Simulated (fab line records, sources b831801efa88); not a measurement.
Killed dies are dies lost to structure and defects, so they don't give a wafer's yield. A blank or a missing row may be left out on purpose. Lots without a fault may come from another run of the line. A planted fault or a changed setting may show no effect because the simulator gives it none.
fab line records | flow sky130
record lots=6 wafers=18 last_day=50
route steps=708 shown VT_ADJUST_HVTP@93 VT_ADJUST_LVTN@97 PAD_OPEN@708
lots that met no fault: from a run of the same line without faults
start_h: hours from the record's first day to the start of the lot's first wafer shown | wait_h: hours since the lot's step before | " the same as in the row above | L1.1+2: a row that stands for several wafers | - no value, or no start given | * or withheld: withheld | < > ~ a bound
route shown NAME@n: a module of which the file shows steps, and the number in the route of the first | usual: mean/standard deviation of fault-free wafers | same: alike in all rows | chamber/n: place in a boat | sites: the reading at each site | _std_site: their standard deviation | _edge_site: outer sites' mean less inner sites' | radius_mm: how far each site lies from the wafer's centre | mask NAME#n: copy n | behind: the tool/chamber that last shaped the wafer | hold: why the lot was held/for how many hours/how that ended | device: the transistor (n, p or np) that didn't switch | end of line: the same wafers' tests at the end of the route | a step without rows: its recipe alone | killed: dies lost to structure and defects at the first sort, not the wafer's yield | map: a wafer's dies, x killed, . not, _ none there
set.NAME: the setting as run; set.NAME@STEP: as run at that earlier step | model.NAME: the simulator's own value behind a step, which no gauge read
lots at some steps of the route; a table a step, a row a wafer
services: from which hour (start_h, from the record's first day; less than 0 if before it) a tool's chamber was out of use, for how many hours, and why
## steps
# step SKY_VT_ADJUST_HVTP_OVL_MEAS_08
# usual VT_ADJUST_HVTP_OVL=-0.3/1.3
# columns lot.wafer tool chamber start_h wait_h VT_ADJUST_HVTP_OVL[nm]
L438.1 overlay-01 - 123.00 0.1 -2.9
L438.5 " - " " -1.1
L438.6 " - " " -0.7
L447.1 overlay-02 - 180.20 0.1 0.0
L447.2 " - " " 1.5
L447.5 " - " " 0.0
L450.3 overlay-01 - 196.01 0.1 2.0
L450.4 " - " " 0.8
L450.6 " - " " -0.8
L451.3 overlay-01 - 206.11 0.1 1.1
L451.5 " - " " 0.2
L451.6 " - " " -1.0
L454.3 overlay-01 - 233.44 0.1 -2.0
L454.4 " - " " -2.9
L454.6 " - " " -0.2
L460.1 overlay-01 - 258.31 0.1 -1.1
L460.2 " - " " -0.8
L460.5 " - " " -0.6
# step SKY_VT_ADJUST_HVTP_IMPLANT_09
# recipe species=As energy_kev=150 dose_cm2=4.3e+12 tilt_deg=withheld
# step SKY_VT_ADJUST_HVTP_STRIP_10
# recipe chemistry=O2/N2 power_w=1400 pressure_mtorr=1500 platen_temp_c=withheld o2_flow_sccm=3000 n2_flow_sccm=300 overash_fraction=0.5
# usual drypump_motor_current_A=5.63/0.26 oes_product_au=0.716/0.0046 strip_time_to_endpoint_s=14.17/0.039
# columns lot.wafer tool chamber start_h wait_h drypump_motor_current_A oes_product_au rf_hours_counter_h strip_time_to_endpoint_s
L438.1 plasma_asher-02 1 123.19 0.1 5.26 0.713 42 14.20
L438.5 " 0 " " 5.76 0.715 - 14.12
L438.6 " 1 " " 5.24 0.711 - 14.17
L447.1 plasma_asher-02 0 180.39 0.1 5.79 0.716 48 14.18
L447.2 " 1 " " 5.24 0.722 48 14.22
L447.5 " 1 " " 5.23 0.714 - 14.20
L450.3 plasma_asher-04 0 196.30 0.2 5.67 0.723 - 14.19
L450.4 " 1 " " 5.96 0.716 - 14.19
L450.6 " 1 " " 5.94 0.722 - 14.24
L451.3 plasma_asher-04 0 206.32 0.1 5.66 0.715 - 14.18
L451.5 " 0 " " 5.66 0.722 - 14.20
L451.6 " 1 " " 5.94 0.715 - 14.20
L454.3 plasma_asher-03 0 233.65 0.1 5.28 0.712 - 14.14
L454.4 " 1 " " 5.77 0.721 - 14.17
L454.6 " 0 " " 5.29 0.717 - 14.13
L460.1 plasma_asher-03 1 258.49 0.1 5.80 0.717 42 14.20
L460.2 " 0 " " 5.28 0.724 42 14.21
L460.5 " 0 " " 5.27 0.710 - 14.23
# step SKY_VT_ADJUST_HVTP_TW_MEAS_11
# usual VT_ADJUST_HVTP_TW=1357/12
# columns lot.wafer tool chamber start_h wait_h VT_ADJUST_HVTP_TW
L438.1 film_metro-01 - 123.29 0.1 1370
L438.5 " - " " 1370
L438.6 " - " " 1368
L447.1 film_metro-03 - 180.49 0.1 1352
L447.2 " - " " 1353
L447.5 " - " " 1354
L450.3 film_metro-01 - 196.39 0.1 1380
L450.4 " - " " 1371
L450.6 " - " " 1372
L451.3 film_metro-04 - 206.41 0.1 1353
L451.5 " - " " 1347
L451.6 " - " " 1337
L454.3 film_metro-04 - 233.74 0.1 1332
L454.4 " - " " 1334
L454.6 " - " " 1339
L460.1 film_metro-01 - 258.59 0.1 1366
L460.2 " - " " 1356
L460.5 " - " " 1362
# step SKY_VT_ADJUST_LVTN_DEHYDRATE_00
# recipe temp_c=202 time_s=60
# step SKY_VT_ADJUST_LVTN_HMDS_01
# recipe prime_time_s=60 prime_temp_c=120
# step SKY_VT_ADJUST_LVTN_COAT_02
# recipe spin_rpm=2000 resist_thk_nm=3000
# step SKY_VT_ADJUST_LVTN_SOFTBAKE_03
# recipe temp_c=110 time_s=withheld
# step SKY_VT_ADJUST_LVTN_EXPOSE_04
# recipe mask_id=NWM_COMPLEMENT_LESS_NATIVE na=0.6 source_shape=conventional sigma_outer=0.6 polarization=unpolarized target_cd_nm=840 dose_mj=194
# step SKY_VT_ADJUST_LVTN_PEB_05
# recipe temp_c=115 time_s=withheld
# step SKY_VT_ADJUST_LVTN_DEVELOP_06
# recipe wall_angle_deg=90 developer=TMAH develop_time_s=60 dev_temp_c=23
# step SKY_VT_ADJUST_LVTN_OVL_MEAS_07
# usual VT_ADJUST_LVTN_OVL=0.4/1.3
# columns lot.wafer tool chamber start_h wait_h VT_ADJUST_LVTN_OVL[nm]
L438.1 overlay-01 - 141.07 - 1.1
L438.5 " - " " 1.7
L438.6 " - " " -0.1
L447.1 overlay-02 - 201.97 - 0.7
L447.2 " - " " -0.9
L447.5 " - " " 0.2
L450.3 overlay-02 - 218.38 - 3.5
L450.4 " - " " 1.4
L450.6 " - " " 1.5
L451.3 overlay-02 - 228.04 - 1.3
L451.5 " - " " 2.0
L451.6 " - " " 0.2
L454.3 overlay-02 - 256.62 - 1.1
L454.4 " - " " -0.3
L454.6 " - " " 1.0
L460.1 overlay-02 - 282.98 - 1.8
L460.2 " - " " 2.5
L460.5 " - " " 1.7
# step SKY_VT_ADJUST_LVTN_IMPLANT_08
# recipe species=B energy_kev=30 dose_cm2=1.57e+12 tilt_deg=withheld
# usual beam_energy_keV=30.000/0.011
# columns lot.wafer tool chamber start_h wait_h beam_energy_keV model.implant.rp_nm model.implant.drp_nm
L438.1 implanter-02 0 141.11 0.0 29.982 93.86 42.97
L438.5 " 0 " " 29.976 93.86 42.97
L438.6 " 0 " " 29.985 93.86 42.97
L447.1 implanter-03 0 202.00 0.0 29.991 95.02 42.97
L447.2 " 0 " " 30.004 95.02 42.97
L447.5 " 0 " " 29.991 95.02 42.97
L450.3 implanter-03 0 218.45 0.1 31.414 102.9 44.4
L450.4 " 0 " " 31.403 102.9 44.4
L450.6 " 0 " " 31.428 102.9 44.4
L451.3 implanter-02 0 228.12 0.1 29.984 97.84 42.97
L451.5 " 0 " " 30.001 97.84 42.97
L451.6 " 0 " " 30.010 97.84 42.97
L454.3 implanter-03 0 256.70 0.1 31.413 103.6 44.4
L454.4 " 0 " " 31.403 103.6 44.4
L454.6 " 0 " " 31.388 103.6 44.4
L460.1 implanter-02 0 283.02 0.0 30.005 93.89 42.97
L460.2 " 0 " " 30.004 93.89 42.97
L460.5 " 0 " " 29.993 93.89 42.97
# step SKY_VT_ADJUST_LVTN_STRIP_09
# recipe chemistry=O2/N2 power_w=1400 pressure_mtorr=1500 platen_temp_c=withheld o2_flow_sccm=3000 n2_flow_sccm=300 overash_fraction=0.5
# usual drypump_motor_current_A=5.56/0.21 oes_product_au=0.723/0.0044 strip_time_to_endpoint_s=36.96/0.085
# columns lot.wafer tool chamber start_h wait_h drypump_motor_current_A oes_product_au rf_hours_counter_h strip_time_to_endpoint_s
L438.1 plasma_asher-04 0 141.26 0.1 5.68 0.731 48 37.07
L438.5 " 0 " " 5.67 0.724 - 37.13
L438.6 " 1 " " 5.93 0.726 - 36.98
L447.1 plasma_asher-01 1 202.15 0.1 5.44 0.726 10 36.98
L447.2 " 0 " " 5.55 0.719 10 36.91
L447.5 " 1 " " 5.44 0.722 - 37.00
L450.3 plasma_asher-03 1 218.59 0.1 5.73 0.718 - 36.95
L450.4 " 0 " " 5.27 0.723 - 37.00
L450.6 " 1 " " 5.74 0.715 - 36.87
L451.3 plasma_asher-01 0 228.25 0.1 5.58 0.722 - 37.09
L451.5 " 1 " " 5.45 0.723 - 37.02
L451.6 " 0 " " 5.58 0.718 - 36.99
L454.3 plasma_asher-03 0 256.83 0.1 5.27 0.722 - 36.90
L454.4 " 1 " " 5.75 0.728 - 36.94
L454.6 " 0 " " 5.28 0.718 - 36.94
L460.1 plasma_asher-01 1 283.17 0.1 5.45 0.725 18 36.96
L460.2 " 0 " " 5.58 0.724 18 37.06
L460.5 " 1 " " 5.47 0.719 - 37.08
# step SKY_PAD_OPEN_PROBE_99
# usual killed_at_M0_to_M3=42/7.5 killed_at_M4_up=3.2/1.7 killed_at_contacts=24/5.1 killed_at_front_end=15/4.1 killed_at_other=0.3/0.58 killed_dies=85/8.9 killed_open=46/6.4 killed_short=39/6
# same gross_dies=492 killed_at_back_side=0
# columns lot.wafer tool chamber start_h wait_h killed_at_M0_to_M3 killed_at_M4_up killed_at_contacts killed_at_front_end killed_at_other killed_dies killed_open killed_short
L450.3 prober-01 - 1151.53 0.2 47 4 19 17 3 90 42 45
L450.4 prober-01 - 1151.58 0.2 52 5 15 20 0 92 51 41
L450.6 prober-01 - 1151.68 0.2 49 3 21 19 0 92 47 44
L451.3 prober-02 - 1154.11 0.2 56 4 16 12 1 89 54 35
L451.5 prober-02 - 1154.21 0.2 47 8 22 13 1 91 51 39
L451.6 prober-02 - 1154.26 0.2 45 3 20 13 0 81 51 30
# killed by level:class
L450.3 VIA1:geometric_particle:open=9 VIA2:geometric_particle:short=8 METAL1:geometric_particle:short=8 CONTACT:geometric_particle:open=7 FIELD_ISO:geometric_particle:short=6 LI_CONTACT:geometric_particle:open=5 VIA2:geometric_particle:open=5 POLY_GATE:geometric_particle:short=3
L450.4 VIA1:geometric_particle:open=14 VIA3:geometric_particle:open=8 METAL1:geometric_particle:short=7 FIELD_ISO:geometric_particle:open=6 POLY_GATE:geometric_particle:short=6 CONTACT:geometric_particle:open=6 VIA1:geometric_particle:short=5 FIELD_ISO:geometric_particle:short=4
L450.6 VIA1:geometric_particle:open=11 METAL1:geometric_particle:short=11 FIELD_ISO:geometric_particle:short=7 LI_CONTACT:geometric_particle:open=7 CONTACT:geometric_particle:open=7 VIA1:geometric_particle:short=7 VIA3:geometric_particle:open=6 CONTACT:geometric_particle:short=6
L451.3 VIA3:geometric_particle:open=12 VIA2:geometric_particle:open=10 VIA1:geometric_particle:open=8 CONTACT:geometric_particle:open=8 VIA1:geometric_particle:short=7 METAL2:geometric_particle:short=7 METAL1:geometric_particle:short=5 FIELD_ISO:geometric_particle:short=3
L451.5 VIA1:geometric_particle:open=13 CONTACT:geometric_particle:open=8 VIA2:geometric_particle:open=8 METAL2:geometric_particle:short=7 LI_CONTACT:geometric_particle:open=6 METAL1:geometric_particle:short=5 VIA1:geometric_particle:short=5 FIELD_ISO:geometric_particle:short=4
L451.6 VIA1:geometric_particle:open=16 CONTACT:geometric_particle:open=8 VIA3:geometric_particle:open=6 VIA2:geometric_particle:open=5 FIELD_ISO:geometric_particle:open=4 LI_CONTACT:geometric_particle:short=4 METAL2:geometric_particle:short=4 POLY_GATE:geometric_particle:short=3
## services
# columns tool chamber start_h hours kind
plasma_asher-01 - 108.79 9.0 pm
plasma_asher-01 0 108.79 9.0 vent_cycle
plasma_asher-01 1 108.79 9.0 vent_cycle
plasma_asher-01 0 117.79 - clean
plasma_asher-01 1 117.79 - clean
plasma_asher-03 - 130.44 32.8 pm
implanter-02 - 145.40 4.6 repair
plasma_asher-02 - 146.76 0.5 repair
implanter-02 - 180.64 0.8 repair
plasma_asher-02 - 185.47 13.6 repair
plasma_asher-01 - 191.64 2.0 repair
plasma_asher-03 - 195.75 4.3 repair
implanter-03 - 209.13 2.0 repair
implanter-03 - 227.16 5.1 repair
implanter-03 - 279.13 4.1 repair
## key
first_sign step=SKY_VT_ADJUST_LVTN_IMPLANT_08 reading=beam_energy_keV direction=up sigmas=99+ usual=* struck=*
effect none on later readings
model_effect step=SKY_VT_ADJUST_LVTN_IMPLANT_08 value=implant.rp_nm without=98.79 struck=103.3
met_at SKY_VT_ADJUST_LVTN_IMPLANT_08
struck_wafers L450.3,L450.4,L450.6,L454.3,L454.4,L454.6
tester_left_out L450,L454
onset_between 202.00 218.45
fault kind=process_parameter_drift tool=implanter-03 chamber=- onset_h=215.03 steps=SKY_VT_ADJUST_LVTN_IMPLANT_08 channel=energy_kev offset=* shape=step end_h=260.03 acts_in=* stated=*
# tester_left_out: of these lots the tester's yield and bins aren't shown, on N5 and GAA mostly nor the transistor test; their killed dies are dies lost to structure and defects alone, not to doping, threshold or leakage, so they don't give the yield
